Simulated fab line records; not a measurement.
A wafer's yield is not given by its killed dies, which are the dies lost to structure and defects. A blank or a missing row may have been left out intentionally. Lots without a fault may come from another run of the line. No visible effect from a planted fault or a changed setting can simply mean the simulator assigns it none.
Which of the tools did it? | flow sky130 | 33 wafers from 11 lots sampled at 5 of the route's 708 steps

## WHAT EACH GAUGE READ, for each wafer
SKY_METAL4_OVL_MEAS_14. Usual: METAL4_OVL gives -1 nm (standard deviation 5.3).
lot  | measured     | on         | METAL4_OVL (nm) | flag
L629 | day 42 11:36 | overlay-02 | 3 1 6           |
L630 | day 43 05:05 | overlay-02 | -1 -1 -3        |
L631 | day 43 06:02 | overlay-01 | -8 -9 -10       |
L632 | day 43 11:44 | overlay-01 | -3 3 -2         |
L633 | day 43 16:23 | overlay-01 | -9 -7 -9        |
L635 | day 44 18:20 | overlay-01 | -2 4 3          |
L644 | day 46 23:57 | overlay-01 | -7 -9 -9        |
L645 | day 47 00:18 | overlay-02 | 10 2 -2         |
L647 | day 47 13:32 | overlay-01 | 2 8 1           |
L648 | day 48 03:14 | overlay-02 | 7 9 3           |
L649 | day 48 05:41 | overlay-01 | -4 2 1          |

SKY_PASSIVATION_THK_MEAS_03. Usual: PASSIVATION_CVD_02_THK gives 540 nm (standard deviation 6.6).
lot  | measured     | on            | PASSIVATION_CVD_02_THK (nm) | flag
L629 | day 44 14:38 | film-metro-04 | 532 538 546                 |
L630 | day 45 07:04 | film-metro-03 | 537 549 545                 |
L631 | day 45 07:49 | film-metro-03 | 546 544 555                 |
L632 | day 45 11:44 | film-metro-02 | 529 546 536                 |
L633 | day 45 16:44 | film-metro-04 | 545 541 551                 |
L635 | day 46 16:38 | film-metro-03 | 462 549 542 462 548 542     | OFF
L644 | day 48 18:09 | film-metro-04 | 530 533 547                 |
L645 | day 48 18:46 | film-metro-03 | 537 540 546                 |
L647 | day 49 06:05 | film-metro-02 | 530 541 537                 |
L648 | day 49 21:30 | film-metro-02 | 537 532 542                 |
L649 | day 49 22:49 | film-metro-04 | 534 536 538                 |

## EACH LOT AND THE TOOL THAT RAN IT (in order: tool; ch and the chambers of the sampled wafers; start)
lot  | SKY_VIA4_ETCH_12                   | SKY_VIA4_CVD_18               | SKY_PASSIVATION_CVD_02
L629 | rie-diel-01 ch 0,1,2, day 43 12:32 | cvd-w-02 ch 0,1, day 43 13:16 | pecvd-04 ch 0,1, day 44 14:24
L630 | rie-diel-03 ch 0,2,3, day 44 06:02 | cvd-w-01 ch 0,1, day 44 06:50 | pecvd-02 ch 0,1,2, day 45 06:50
L631 | rie-diel-02 ch 0,1,2, day 44 06:42 | cvd-w-02 ch 0,1, day 44 07:26 | pecvd-03 ch 0,1, day 45 07:35
L632 | rie-diel-02 ch 1,2, day 44 11:38   | cvd-w-01 ch 0,1, day 44 12:25 | pecvd-02 ch 0,1,2, day 45 11:31
L633 | rie-diel-03 ch 1,2,3, day 44 15:59 | cvd-w-01 ch 0,1, day 44 16:43 | pecvd-03 ch 0,1, day 45 16:30
L635 | rie-diel-02 ch 0,3, day 45 17:35   | cvd-w-02 ch 0,1, day 45 18:19 | pecvd-03 ch 0,1,2, day 46 16:24
L644 | rie-diel-03 ch 1,2, day 47 20:20   | cvd-w-01 ch 0,1, day 47 21:07 | pecvd-02 ch 0,1,2, day 48 17:55
L645 | rie-diel-02 ch 0,2, day 47 21:06   | cvd-w-01 ch 0,1, day 47 21:50 | pecvd-04 ch 1,2, day 48 18:32
L647 | rie-diel-03 ch 0,3, day 48 09:08   | cvd-w-01 ch 0,1, day 48 09:55 | pecvd-02 ch 0,1, day 49 05:52
L648 | rie-diel-01 ch 0,1,3, day 48 23:50 | cvd-w-02 ch 0, day 49 00:34   | pecvd-02 ch 0,1,2, day 49 21:16
L649 | rie-diel-01 ch 0,2,3, day 49 01:18 | cvd-w-01 ch 0,1, day 49 02:04 | pecvd-04 ch 1,2, day 49 22:35
- SKY_VIA4_ETCH_12: etches SiO2 in C4F8/O2/Ar, stops on TiN, target depth 580 nm.
- SKY_VIA4_CVD_18: deposits W, target thk 505 nm, time 152.14 s.
- SKY_PASSIVATION_CVD_02: deposits Si3N4, target thk 540 nm.

## WHAT THE TOOLS THEMSELVES READ (means of the sampled wafers that have a number; where no wafer has one, the mark that the record gives instead)
SKY_VIA4_ETCH_12. Usual: 0.925 a.u. for oes-product-au, sd 0.0048.
lot  | tool        | oes-product-au (a.u.) | flag
L629 | rie-diel-01 | 0.930                 |
L630 | rie-diel-03 | 0.922                 |
L631 | rie-diel-02 | 0.925                 |
L632 | rie-diel-02 | 0.926                 |
L633 | rie-diel-03 | 0.925                 |
L635 | rie-diel-02 | 0.928                 |
L644 | rie-diel-03 | 0.924                 |
L645 | rie-diel-02 | 0.927                 |
L647 | rie-diel-03 | 0.921                 |
L648 | rie-diel-01 | 0.930                 |
L649 | rie-diel-01 | 0.929                 |

SKY_VIA4_CVD_18. Usual: 828 W for heater-power-w, sd 100.
lot  | tool     | heater-power-w (W) | flag
L629 | cvd-w-02 | 903                |
L630 | cvd-w-01 | 787                |
L631 | cvd-w-02 | 816                |
L632 | cvd-w-01 | 799                |
L633 | cvd-w-01 | 781                |
L635 | cvd-w-02 | 821                |
L644 | cvd-w-01 | 798                |
L645 | cvd-w-01 | 791                |
L647 | cvd-w-01 | 798                |
L648 | cvd-w-02 | 1001               |
L649 | cvd-w-01 | 788                |

SKY_PASSIVATION_CVD_02. Usual: 724 W for heater-power-w, sd 98.
lot  | tool     | heater-power-w (W) | flag
L629 | pecvd-04 | 736                |
L630 | pecvd-02 | 688                |
L631 | pecvd-03 | 732                |
L632 | pecvd-02 | 713                |
L633 | pecvd-03 | 741                |
L635 | pecvd-03 | 699                |
L644 | pecvd-02 | 714                |
L645 | pecvd-04 | 791                |
L647 | pecvd-02 | 817                |
L648 | pecvd-02 | 693                |
L649 | pecvd-04 | 798                |

## THE ANSWER, worked out from the rows above alone
Rule: take the mean of a lot's wafers that have a number; if it is more than 3 standard deviations from the usual mean, the lot is off. Also off: a lot with no number at a reading for which 4 or more lots have one. Any other lot the step has rows for is counted as sound. The gauges are gone through in route order, then the tools' own readings, and for those a lot's mean is taken as printed above. The first step at which some lot is off is used, and at that step the reading that is off furthest; a lot without a number counts as furthest.
Off: L635, at SKY_PASSIVATION_THK_MEAS_03 (PASSIVATION_CVD_02_THK).
If a tool, at a process step before that reading, ran all the lots that are off and no sound lot after the first of them, it fits. Those tools and the gauges at SKY_PASSIVATION_THK_MEAS_03 are tried in the same way. One candidate fits, namely pecvd-03 at SKY_PASSIVATION_CVD_02. A fault onset in the window from L633 (day 45 16:30, its last sound lot) to L635 (day 46 16:24, its first lot off) fits.

## WHAT THE SIMULATOR PUT IN
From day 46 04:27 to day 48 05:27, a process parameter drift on pecvd-03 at SKY_PASSIVATION_CVD_02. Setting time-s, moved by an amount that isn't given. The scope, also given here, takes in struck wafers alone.
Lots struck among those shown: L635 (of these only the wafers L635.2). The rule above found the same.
